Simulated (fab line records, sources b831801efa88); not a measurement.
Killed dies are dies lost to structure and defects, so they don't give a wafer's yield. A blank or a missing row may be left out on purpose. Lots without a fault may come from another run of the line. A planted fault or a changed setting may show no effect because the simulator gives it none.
Chamber matching | flow sky130 | SKY_VIA1_ETCH_14 on rie_diel-02: 4 sister chambers
The step etches BARC in N2/H2, stops on SiO2, time 45.9 s, target depth 60 nm. 14 wafers are shown with their chamber, then 7 later ones without.

WAFERS WITH THEIR CHAMBER
wafer  | chamber | oes_product_au (a.u.) | throttle_valve_pct (%)
L871.1 | 0       | 0.850                 | 13.216
L871.2 | 1       | 0.852                 | 13.215
L871.4 | 3       | 0.861                 | 13.214
L883.1 | 1       | 0.854                 | 13.210
L883.2 | 0       | 0.849                 | 13.207
L883.6 | 0       | 0.856                 | 13.211
L884.2 | 0       | 0.862                 | 13.235
L884.3 | 2       | 0.857                 | 13.223
L884.4 | 3       | 0.867                 | 13.222
L885.2 | 0       | 0.853                 | 13.212
L885.3 | 2       | 0.857                 | 13.221
L885.4 | 2       | 0.854                 | 13.224
L886.3 | 0       | 0.851                 | 13.194
L886.4 | 0       | 0.856                 | 13.231

SIGNATURES (means of the wafers above)
reading            | chamber 0 | chamber 1 | chamber 2 | chamber 3 | scatter within a chamber
oes_product_au     | 0.85386   | 0.85300   | 0.85600   | 0.86400   | 0.00386
throttle_valve_pct | 13.21514  | 13.21250  | 13.22267  | 13.21800  | 0.0111
Rule: a wafer's distance from a chamber is the root of the sum, over the readings, of the square of ((its reading less the chamber's mean) divided by the reading's scatter). The wafer belongs to the nearest chamber; if the next one is less than 2 further off, it can't be placed. The scatter: the root of (the sum of the squares of (reading less its chamber's mean) over the shown wafers, divided by (wafers less chambers)).

WAFERS WITHOUT THEIR CHAMBER
wafer  | oes_product_au (a.u.) | throttle_valve_pct (%)
L886.5 | 0.857                 | 13.228
L888.1 | 0.862                 | 13.224
L888.4 | 0.862                 | 13.223
L888.6 | 0.858                 | 13.225
L889.1 | 0.852                 | 13.227
L889.2 | 0.850                 | 13.219
L889.4 | 0.845                 | 13.225

WHICH CHAMBER EACH WENT THROUGH
wafer  | from the rows above               | in truth
L886.5 | can't be placed: 2 or 0 or 1 or 3 | 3
L888.1 | can't be placed: 3 or 2 or 0 or 1 | 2
L888.4 | can't be placed: 3 or 2 or 0 or 1 | 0
L888.6 | can't be placed: 2 or 0 or 3 or 1 | 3
L889.1 | can't be placed: 2 or 0 or 1      | 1
L889.2 | can't be placed: 1 or 0 or 2      | 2
L889.4 | can't be placed: 1 or 0 or 2      | 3
Placed correctly: 0 of 7. Can't be placed from these rows: 7 (the true chamber is among the candidates in 6). Placed wrongly: 0.
